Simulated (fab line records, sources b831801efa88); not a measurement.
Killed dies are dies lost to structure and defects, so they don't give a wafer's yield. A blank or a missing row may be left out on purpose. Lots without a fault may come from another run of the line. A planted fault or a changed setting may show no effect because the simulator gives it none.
Chamber matching | flow gf180mcu | GF_V3_CMP_26 on cmp-01: 4 sister chambers
The step polishes, stops on SiO2, t overpolish 15 s, target thk 0 nm. 16 wafers are shown with their chamber, then 8 later ones without.

WAFERS WITH THEIR CHAMBER
wafer  | chamber | motor_current_A (A) | overpolish_run_s (s) | time_to_endpoint_s (s)
L837.2 | 3       | 10.4                | 15.013               | 84
L837.4 | 0       | 10.8                | 14.998               | 81
L837.5 | 3       | 10.1                | 15.003               | 86
L839.4 | 3       | 10.4                | 15.015               | 81
L839.5 | 0       | 11.5                | 14.995               | 78
L839.6 | 3       | 10.4                | 14.992               | 83
L838.3 | 2       | 10.1                | 15.008               | 82
L838.4 | 1       | 12.9                | 15.003               | 85
L838.6 | 2       | 9.6                 | 14.976               | 84
L841.2 | 3       | 10.2                | 15.008               | 89
L841.4 | 0       | 11.2                | 15.001               | 85
L841.6 | 3       | 10.4                | 14.997               | 89
L852.1 | 2       | 9.6                 | 14.992               | 80
L852.3 | 0       | 11.3                | 14.995               | 86
L852.5 | 1       | 13.3                | 15.001               | 81
L856.1 | 0       | 10.6                | 14.983               | 85

SIGNATURES (means of the wafers above)
reading            | chamber 0 | chamber 1 | chamber 2 | chamber 3 | scatter within a chamber
motor_current_A    | 11.080    | 13.100    | 9.767     | 10.317    | 0.271
overpolish_run_s   | 14.99440  | 15.00200  | 14.99200  | 15.00467  | 0.00962
time_to_endpoint_s | 83.00     | 83.00     | 82.00     | 85.33     | 3.1
Rule: a wafer's distance from a chamber is the root of the sum, over the readings, of the square of ((its reading less the chamber's mean) divided by the reading's scatter). The wafer belongs to the nearest chamber; if the next one is less than 2 further off, it can't be placed. The scatter: the root of (the sum of the squares of (reading less its chamber's mean) over the shown wafers, divided by (wafers less chambers)).

WAFERS WITHOUT THEIR CHAMBER
wafer  | motor_current_A (A) | overpolish_run_s (s) | time_to_endpoint_s (s)
L856.2 | 10.8                | 14.998               | 89
L856.6 | 12.7                | 15.001               | 82
L858.1 | 11.1                | 15.004               | 88
L858.3 | 9.3                 | 14.996               | 88
L858.5 | 13.1                | 14.999               | 88
L859.2 | 12.8                | 14.996               | 89
L859.3 | 9.5                 | 15.008               | 85
L859.6 | 10.6                | 14.997               | 89

WHICH CHAMBER EACH WENT THROUGH
wafer  | from the rows above     | in truth
L856.2 | can't be placed: 0 or 3 | 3
L856.6 | 1                       | 1
L858.1 | can't be placed: 0 or 3 | 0
L858.3 | can't be placed: 2 or 3 | 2
L858.5 | 1                       | 1
L859.2 | 1                       | 1
L859.3 | can't be placed: 2 or 3 | 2
L859.6 | can't be placed: 3 or 0 | 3
Placed correctly: 3 of 8. Can't be placed from these rows: 5 (the true chamber is among the candidates in 5). Placed wrongly: 0.
